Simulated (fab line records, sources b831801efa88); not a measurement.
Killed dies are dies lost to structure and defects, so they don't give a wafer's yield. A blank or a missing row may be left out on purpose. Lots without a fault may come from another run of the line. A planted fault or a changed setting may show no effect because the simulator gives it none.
Tool commonality check | flow gf180mcu | 11 lots, 33 wafers sampled

WHY IT WAS OPENED
At GF_M4_CD_MEAS_14 the reading cd_nm is flagged on 2 of 11 lots. Wafers without a fault read 280.0 nm, standard deviation 1.2.
Rule: a lot is flagged when every wafer of it that has a number lies more than 4 standard deviations from that mean, or none has a number. The other lots count as sound.

lot  | measured     | on        | cd_nm (nm), wafer by wafer | flag
L230 | day 24 06:31 | cd_sem-02 | 277.5 278.4 280.0          |
L232 | day 24 23:20 | cd_sem-01 | 278.9 279.0 278.4          |
L233 | day 25 07:03 | cd_sem-01 | 282.0 282.1 281.8          |
L240 | day 27 16:52 | cd_sem-01 | 281.5 282.0 281.7          |
L242 | day 28 04:28 | cd_sem-01 | 280.9 280.5 280.8          |
L243 | day 28 08:19 | cd_sem-01 | 282.4 282.2 282.2          |
L244 | day 28 21:40 | cd_sem-01 | 274.2 271.7 272.5          | FLAGGED
L245 | day 29 05:44 | cd_sem-02 | 271.9 272.1 273.4          | FLAGGED
L246 | day 29 10:44 | cd_sem-01 | 279.7 278.6 279.2          |
L248 | day 30 12:22 | cd_sem-02 | 279.2 278.4 279.0          |
L250 | day 30 17:52 | cd_sem-01 | 279.8 281.8 281.2          |
The numbers of the flagged lots are 272.6 nm on average: -7.4 nm against the usual, or -6 standard deviations.

WHICH TOOL RAN EACH LOT
The record holds 3 process steps before the reading, out of a route of 602 steps. In each cell: the tool, then ch and the chambers that the sampled wafers went through, then the start.
lot  | flag    | GF_M3_SPUTTER_04             | GF_V3_STRIP_18                       | GF_M4_COAT_09
L230 |         | pvd_sputter-01, day 21 06:25 | plasma_asher-01 ch 0,1, day 23 06:16 | litho_track-03 ch 0, day 23 18:54
L232 |         | pvd_sputter-01, day 22 02:01 | plasma_asher-03 ch 0,1, day 23 23:42 | litho_track-02 ch 0, day 24 12:18
L233 |         | pvd_sputter-04, day 22 09:28 | plasma_asher-03 ch 0,1, day 24 08:03 | litho_track-02 ch 0, day 24 19:55
L240 |         | pvd_sputter-02, day 24 22:23 | plasma_asher-03 ch 0,1, day 26 18:47 | litho_track-02 ch 0, day 27 06:28
L242 |         | pvd_sputter-04, day 25 09:48 | plasma_asher-01 ch 0,1, day 27 06:13 | litho_track-02 ch 0, day 27 18:01
L243 |         | pvd_sputter-02, day 25 15:28 | plasma_asher-01 ch 0,1, day 27 11:18 | litho_track-02 ch 0, day 27 22:01
L244 | FLAGGED | pvd_sputter-04, day 26 05:58 | plasma_asher-01 ch 0,1, day 28 01:01 | litho_track-02 ch 0, day 28 12:10
L245 | FLAGGED | pvd_sputter-04, day 26 15:02 | plasma_asher-03 ch 0,1, day 28 09:14 | litho_track-02 ch 0, day 28 20:09
L246 |         | pvd_sputter-02, day 26 19:41 | plasma_asher-01 ch 0,1, day 28 14:22 | litho_track-03 ch 0, day 29 01:04
L248 |         | pvd_sputter-01, day 28 00:22 | plasma_asher-02 ch 0,1, day 29 16:52 | litho_track-04 ch 0, day 30 03:16
L250 |         | pvd_sputter-04, day 28 05:20 | plasma_asher-01 ch 0,1, day 29 21:37 | litho_track-03 ch 0, day 30 08:15
What these steps do:
- GF_M3_SPUTTER_04: material TiN, target thk 50 nm, time 41.7 s.
- GF_V3_STRIP_18: strips in O2/N2.
- GF_M4_COAT_09: resist thk 1000 nm.
- GF_M4_CD_MEAS_14: target cd 280 nm.

FLAGGED OVER TOTAL, TOOL BY TOOL (the gauges that took the reading come last)
step             | tool            | lots run | flagged | share of the flagged lots | sound lots run after its first flagged lot
GF_M3_SPUTTER_04 | pvd_sputter-01  | 3        | 0       | none                      | -
GF_M3_SPUTTER_04 | pvd_sputter-02  | 3        | 0       | none                      | -
GF_M3_SPUTTER_04 | pvd_sputter-04  | 5        | 2       | all                       | 1 (L250)
GF_V3_STRIP_18   | plasma_asher-01 | 6        | 1       | some                      | 2 (L246,L250)
GF_V3_STRIP_18   | plasma_asher-02 | 1        | 0       | none                      | -
GF_V3_STRIP_18   | plasma_asher-03 | 4        | 1       | some                      | 0
GF_M4_COAT_09    | litho_track-02  | 7        | 2       | all                       | 0
GF_M4_COAT_09    | litho_track-03  | 3        | 0       | none                      | -
GF_M4_COAT_09    | litho_track-04  | 1        | 0       | none                      | -
GF_M4_CD_MEAS_14 | cd_sem-01       | 8        | 1       | some                      | 2 (L246,L250)
GF_M4_CD_MEAS_14 | cd_sem-02       | 3        | 1       | some                      | 1 (L248)

WHAT THE TABLE ALLOWS
2 rows of the table ran every flagged lot: pvd_sputter-04 at GF_M3_SPUTTER_04, litho_track-02 at GF_M4_COAT_09.
- pvd_sputter-04 at GF_M3_SPUTTER_04: 2 of its 5 lots flagged. Sound lots ran on it after the first flagged one (L250), which a lasting fault on the whole tool wouldn't allow.
- litho_track-02 at GF_M4_COAT_09: 2 of its 7 lots flagged. Its last sound lot is L243 (day 27 22:01), its first flagged lot L244 (day 28 12:10): a fault that began between those two fits.
One tool is left: litho_track-02 at GF_M4_COAT_09.

WHAT THE SIMULATOR HAD PUT IN
Process parameter drift: litho_track-02, from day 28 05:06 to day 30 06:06, at GF_M4_COAT_09. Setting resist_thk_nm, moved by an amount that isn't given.
Lots struck among those shown: L244, L245. The rule above found the same.
